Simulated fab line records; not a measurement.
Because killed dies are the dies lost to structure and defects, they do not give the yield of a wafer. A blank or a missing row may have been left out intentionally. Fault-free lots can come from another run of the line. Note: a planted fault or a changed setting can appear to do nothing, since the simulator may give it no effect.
Chamber matching ; flow gf180mcu ; 4 sister chambers for GF_V5_ETCH_16 on rie diel-02
The step etches BARC in N2/H2. 8 wafers are shown with their chamber, then 11 later ones without.

== WAFERS, EACH WITH ITS CHAMBER ==
wafer;chamber;drypump motor current A (A);throttle valve pct (%)
L083.6;3;5.4;13.234
L088.2;1;5.5;13.239
L088.4;0;6.2;13.234
L088.5;2;6.1;13.219
L090.1;0;6.2;13.218
L090.2;3;5.5;13.223
L090.3;2;6.1;13.220
L090.4;1;5.6;13.213

== WAFERS WITHOUT THEIR CHAMBER ==
wafer;drypump motor current A (A);throttle valve pct (%)
L090.5;5.5;13.233
L090.6;6.1;13.232
L093.1;5.6;13.211
L093.3;6.1;13.222
L093.5;5.5;13.209
L094.2;5.4;13.224
L094.4;6.1;13.229
L094.5;6.1;13.232
L095.2;5.6;13.228
L095.3;6.1;13.219
L095.5;5.4;13.200

== CHAMBER TAKEN BY EACH ==
wafer;from the rows above;in truth
L090.5;can't be placed: 3 or 1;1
L090.6;can't be placed: 2 or 0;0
L093.1;can't be placed: 1 or 3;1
L093.3;can't be placed: 2 or 0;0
L093.5;can't be placed: 1 or 3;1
L094.2;can't be placed: 3 or 1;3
L094.4;can't be placed: 2 or 0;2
L094.5;can't be placed: 2 or 0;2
L095.2;can't be placed: 1 or 3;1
L095.3;2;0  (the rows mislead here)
L095.5;can't be placed: 3 or 1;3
Placed correctly: 0 of 11. Can't be placed from these rows: 10 (the true chamber is among the candidates in 10). Placed wrongly: 1.
How it was worked out, from the rows above alone: a wafer's distance from a chamber is the root of the sum, over the readings, of the square of ((its reading less the chamber's mean) divided by the reading's scatter). The wafer belongs to the nearest chamber; if the next one is less than 2 further off, it can't be placed. Each chamber's mean is taken over the wafers shown for it. The scatter: the root of (the sum of the squares of (reading less its chamber's mean) over the shown wafers, divided by (wafers less chambers)).
